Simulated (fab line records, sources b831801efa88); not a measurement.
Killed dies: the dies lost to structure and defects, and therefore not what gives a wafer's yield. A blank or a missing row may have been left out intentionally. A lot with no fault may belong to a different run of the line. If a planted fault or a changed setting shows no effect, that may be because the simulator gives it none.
The tool behind it: which one? :: flow gf180mcu :: 7 lots with 21 wafers sampled at 2 steps, on a route of 602 steps

== WHAT EACH GAUGE READ, for each wafer ==
GF_HV_LDD_RS_MEAS_53: uses a four-point probe to measure.
lot: L852
measured: day 13 13:36
on: filmMetro-02
HV_LDD_RS (ohm/sq): 417.5 417.5 418.7

lot: L854
measured: day 13 22:58
on: filmMetro-02
HV_LDD_RS (ohm/sq): 416.9 418.8 419.3

lot: L857
measured: day 14 15:22
on: filmMetro-04
HV_LDD_RS (ohm/sq): 418.0 418.2 418.6

lot: L860
measured: day 15 17:04
on: filmMetro-02
HV_LDD_RS (ohm/sq): 418.8 418.9 418.8

lot: L862
measured: day 16 09:02
on: filmMetro-04
HV_LDD_RS (ohm/sq): 418.8 419.1 419.4

lot: L868
measured: day 18 05:13
on: filmMetro-01
HV_LDD_RS (ohm/sq): 422.9 423.5 422.2

lot: L873
measured: day 20 01:51
on: filmMetro-04
HV_LDD_RS (ohm/sq): 416.9 417.0 416.5

== WHICH TOOL RAN EACH LOT (tool, then ch and the chambers of the sampled wafers, then the start) ==
lot: L852
GF_HV_LDD_IMPLANT_09: implanter-04 ch 0, day 11 02:05

lot: L854
GF_HV_LDD_IMPLANT_09: implanter-04 ch 0, day 11 10:32

lot: L857
GF_HV_LDD_IMPLANT_09: implanter-01 ch 0, day 12 01:53

lot: L860
GF_HV_LDD_IMPLANT_09: implanter-03 ch 0, day 13 00:58

lot: L862
GF_HV_LDD_IMPLANT_09: implanter-01 ch 0, day 13 15:22

lot: L868
GF_HV_LDD_IMPLANT_09: implanter-01 ch 0, day 15 07:56

lot: L873
GF_HV_LDD_IMPLANT_09: implanter-04 ch 0, day 17 01:20
- GF_HV_LDD_IMPLANT_09

== THE ANSWER, worked out from the rows above alone ==
Rule: the lots themselves supply what counts as usual. Put in order of their means at a reading, lots are off if they are a third of the lots or fewer, leave a main group of 4 or more, and stand apart from it by a gap of 3 or more times the standard deviation of the main group's means; of several such gaps the widest counts. The tables above print the reading to a certain number of digits; a main group whose means all agree to those digits is not used. A lot without any number at a reading at which 4 lots or more have one is off too. Where the step has rows for the other lots, those lots are counted as sound.
Off: L868, seen at GF_HV_LDD_RS_MEAS_53 (HV_LDD_RS). For the main group the mean is 418.2 ohm/sq and the standard deviation 0.74.
If a tool, at a process step before that reading, ran all the lots that are off and no sound lot after the first of them, it fits. Gauges at GF_HV_LDD_RS_MEAS_53: tried the same way as those tools. Undecided on this evidence; 2 tools fit (implanter-01 at GF_HV_LDD_IMPLANT_09, filmMetro-01 at GF_HV_LDD_RS_MEAS_53).

== WHAT WAS PUT IN BY THE SIMULATOR ==
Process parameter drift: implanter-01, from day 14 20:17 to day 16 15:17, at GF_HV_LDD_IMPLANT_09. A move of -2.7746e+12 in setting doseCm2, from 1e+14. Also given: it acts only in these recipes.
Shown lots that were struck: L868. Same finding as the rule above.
